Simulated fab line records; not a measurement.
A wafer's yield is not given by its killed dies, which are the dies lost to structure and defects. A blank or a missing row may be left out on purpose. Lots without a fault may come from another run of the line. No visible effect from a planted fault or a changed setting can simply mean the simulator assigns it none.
2 desks looking at one fault / flow sky130 / numbers are kept per desk, each desk with only its own; the story behind them comes last

METROLOGY DESK
Means of the sampled wafers that have a number, per lot and without regard to the tool the lot ran on: this is what the gauges read. Any lot whose mean is over 4 standard deviations away from the usual mean is out of limits and marked OUT; that distance is given in the brackets.
Columns: A = VIA3_W_RS at SKY_VIA3_RS_MEAS_22, usual 0.293 ohm/sq
lot=L368; first seen here=day 39 19:15; A=0.296
lot=L369; first seen here=day 40 03:12; A=0.291
lot=L370; first seen here=day 40 04:17; A=0.288
lot=L373; first seen here=day 41 01:02; A=0.288
lot=L374; first seen here=day 41 10:43; A=0.295
lot=L377; first seen here=day 42 09:59; A=0.295
lot=L378; first seen here=day 42 15:31; A=0.291
lot=L379; first seen here=day 43 02:35; A=0.286
lot=L380; first seen here=day 43 05:58; A=0.289
lot=L386; first seen here=day 44 20:29; A=0.292
lot=L388; first seen here=day 45 09:26; A=0.289
lot=L390; first seen here=day 45 23:01; A=0.295
This desk found nothing out of limits on any of the 12 lots.

FOR THE TOOL OWNER'S DESK: pvd sputter-01
The tool's own readings at SKY_METAL5_SPUTTER_01 (material TiN, target thk 20 nm, time 16.7 s): means of the sampled wafers that have a number, for each lot that ran on this tool. Any lot whose mean is over 4 standard deviations away from the usual mean is out of limits and marked OUT; that distance is given in the brackets.
Columns: A = chamber pressure pa at SKY_METAL5_SPUTTER_01, usual 0.4000 Pa; B = throttle valve pct at SKY_METAL5_SPUTTER_01, usual 30.0 %
lot=L373; first seen here=day 44 04:50; A=0.3991; B=30.1
lot=L380; first seen here=day 46 04:38; A=0.4001; B=29.2
lot=L386; first seen here=day 47 14:00; A=0.4070 (+8.8) OUT; B=28.6
lot=L390; first seen here=day 48 13:35; A=0.4136 (+17) OUT; B=28.2
Finding of this desk: L386, L390 out of limits; the first was L386 at day 47 14:00, on chamber pressure pa at SKY_METAL5_SPUTTER_01. Within limits: L373, L380.

PUT TOGETHER
An alarm could have come from the tool owner's desk at day 47 14:00, on L386, L390.
Metrology desk: nothing out of limits seen.
The metrology desk holds a record of L386, L390, inside its limits.
SKY_METAL5_SPUTTER_01 was run on pvd sputter-01 by each of the lots named.

WHAT THE SIMULATOR PUT IN
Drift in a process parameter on pvd sputter-01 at SKY_METAL5_SPUTTER_01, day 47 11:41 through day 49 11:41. A move of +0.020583 in setting chamber pressure pa, from 0.4. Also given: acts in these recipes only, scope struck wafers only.
Shown lots that were struck: L386, L390.
Hours from the fault's start to each desk's first reading out of limits: the tool owner's desk, 2.
